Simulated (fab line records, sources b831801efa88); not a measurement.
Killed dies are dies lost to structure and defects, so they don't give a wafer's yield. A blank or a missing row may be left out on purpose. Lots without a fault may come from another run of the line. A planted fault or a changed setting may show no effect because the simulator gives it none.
Problem report in the 8D (eight disciplines) form, filled by code | flow sky130 | the parts of the form that need people (team, actions taken, sign-off) are left out

1. THE PROBLEM
VT_ADJUST_NCORE_TW at SKY_VT_ADJUST_NCORE_TW_MEAS_11 reads a mean of 198.9 on 6 wafers of 2 lots; wafers without a fault read 219.4 with a standard deviation of 2.7. That is -7.6 standard deviations from the usual mean.
First seen on wafer L443.3, day 12 15:34, on film_metro-01. The record holds 36 wafers of 12 lots with a number at this step. Rule for "out", or "out of limits": more than 4 standard deviations from the usual mean. The other wafers with a number count as sound.

2. WHAT IT IS AND WHAT IT IS NOT
question                    | is                           | is not
which readings at this step | VT_ADJUST_NCORE_TW           | -
which lots                  | L443, L444                   | L432, L433, L434, L435, L436, L437, L438, L450, L451, L452
which wafers of those lots  | all that have a number       | -
read on which gauges        | film_metro-01, film_metro-03 | film_metro-02
when                        | from day 12 15:34            | up to then (21 sound wafers); but 9 sound wafers of L450, L451, L452 came after

3. SUSPECTS, AND WHAT RULES EACH OUT
Counting: a tool at a process step up to the reading stays a suspect if it ran every lot that is out and no sound lot after the first of them.
- the gauge at SKY_VT_ADJUST_NCORE_TW_MEAS_11: ruled out. The wafers that are out were read on 2 gauges (film_metro-01, film_metro-03).
- plasma_asher-04 at SKY_VT_ADJUST_LVTN_STRIP_09 (strips in O2/N2): ruled out as a lasting fault. Sound lots L450, L451 ran on it after its first lot that is out, L443 (day 10 15:51).
- implanter-04 at SKY_VT_ADJUST_NCORE_IMPLANT_09: ruled out as a lasting fault. Sound lots L452 ran on it after its first lot that is out, L443 (day 12 15:20).
Left after counting: nothing in the record.

4. THE CAUSE (what the simulator had put in)
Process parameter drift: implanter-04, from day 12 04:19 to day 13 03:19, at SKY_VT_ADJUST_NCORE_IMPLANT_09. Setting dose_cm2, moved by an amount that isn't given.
Counting ruled it out, wrongly: the rule takes a fault to strike every lot that its tool runs from its start on, and this one did not.

5. THE CHAIN OF EFFECTS, in route order
Each row: a reading whose mean over the struck wafers that have a number lies more than 3 standard deviations from the usual. Only readings for which the record gives a usual standard deviation are gone through. hours: the time from each lot's start at the first step in this table that gives one to its start at this step, as a median over the lots. sigmas: the change in usual standard deviations.
hours | step                           | reading            | usual      | on struck wafers | change      | sigmas
0     | SKY_VT_ADJUST_NCORE_IMPLANT_09 | dose_ions_cm2      | 2.3991e+12 | 1.7163e+12       | -6.8280e+11 | -99 or more
0     | SKY_VT_ADJUST_NCORE_IMPLANT_09 | faraday_current_uA | 13.56      | 9.78             | -3.79       | -15
0     | SKY_VT_ADJUST_NCORE_TW_MEAS_11 | VT_ADJUST_NCORE_TW | 219.4      | 198.9            | -20.5       | -7.6
The process steps in it:
- SKY_VT_ADJUST_NCORE_IMPLANT_09

6. WHAT WOULD HAVE CAUGHT IT SOONER
In this record the first reading out of limits at a measuring or inspecting step was taken at day 12 15:34, 11 hours after the fault began at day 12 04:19.
The tool's own readings at SKY_VT_ADJUST_NCORE_IMPLANT_09 were out on every struck wafer that the step has a row for (dose_ions_cm2, faraday_current_uA): an alarm limit on them would have fired on the first of those.
